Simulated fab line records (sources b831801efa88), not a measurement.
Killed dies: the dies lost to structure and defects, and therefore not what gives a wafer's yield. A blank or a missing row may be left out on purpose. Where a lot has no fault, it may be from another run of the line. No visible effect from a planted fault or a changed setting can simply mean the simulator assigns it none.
2 desks, one fault / flow gf180mcu / each desk holds nothing but its own numbers, with what lay behind them at the end

METROLOGY DESK
What the gauges read for every lot (on any tool): the sampled wafers with a number, averaged. The brackets show how far a lot's mean lies from the usual mean; more than 4 standard deviations puts the lot out of limits, marked OUT.
Columns: A = V4_W_RS at GF_V4_RS_MEAS_24, usual 0.331 ohm/sq; B = V4_W_THK at GF_V4_THK_MEAS_25, usual 351 nm
lot=L408; first seen here=day 24 08:14; A=0.333; B=358
lot=L412; first seen here=day 26 10:59; A=0.328; B=348
lot=L414; first seen here=day 27 01:43; A=0.333; B=346
lot=L416; first seen here=day 28 01:50; A=0.337; B=344
lot=L417; first seen here=day 28 09:44; A=0.330; B=351
lot=L422; first seen here=day 29 09:05; A=0.330; B=344
lot=L423; first seen here=day 29 18:16; A=0.330; B=359
lot=L427; first seen here=day 30 16:27; A=0.234 (-26) OUT; B=512 (+28) OUT
lot=L428; first seen here=day 31 02:58; A=0.231 (-27) OUT; B=494 (+25) OUT
lot=L429; first seen here=day 31 05:47; A=0.231 (-27) OUT; B=494 (+25) OUT
This desk reports L427, L428, L429 out of limits; the earliest was L427 at day 30 16:27 (V4_W_RS at GF_V4_RS_MEAS_24). L408, L412, L414, L416, L417, L422, L423 stayed within limits.

DESK OF THE TOOL OWNER: cvd_w-01
The tool's own readings at GF_V4_CVD_23 (deposits W, target thk 350 nm, time 104.9 s): means of the sampled wafers that have a number, for each lot that ran on this tool. The brackets show how far a lot's mean lies from the usual mean; more than 4 standard deviations puts the lot out of limits, marked OUT.
Columns: A = heater_power_w at GF_V4_CVD_23, usual 903 W
lot=L412; first seen here=day 26 10:52; A=855
lot=L414; first seen here=day 27 01:37; A=822
lot=L417; first seen here=day 28 09:32; A=808
lot=L422; first seen here=day 29 08:59; A=842
lot=L423; first seen here=day 29 18:08; A=850
lot=L427; first seen here=day 30 16:19; A=814
lot=L428; first seen here=day 31 02:50; A=854
lot=L429; first seen here=day 31 05:39; A=822
This desk's verdict: no lot among the 8 shows anything out of limits.

BROUGHT TOGETHER
At day 30 16:27 the metrology desk could have sounded an alarm, on L427, L428, L429.
Nothing out of limits was seen by the tool owner's desk.
Tool owner's desk: L427, L428, L429 on record, inside its limits.
The lots listed all ran GF_V4_CVD_23 on cvd_w-01.

WHAT WAS PUT IN BY THE SIMULATOR
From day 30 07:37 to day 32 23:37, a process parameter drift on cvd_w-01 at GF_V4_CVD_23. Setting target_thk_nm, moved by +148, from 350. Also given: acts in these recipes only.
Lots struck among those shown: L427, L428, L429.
Delay in hours, fault start to first out-of-limits reading, per desk: metrology desk 9.
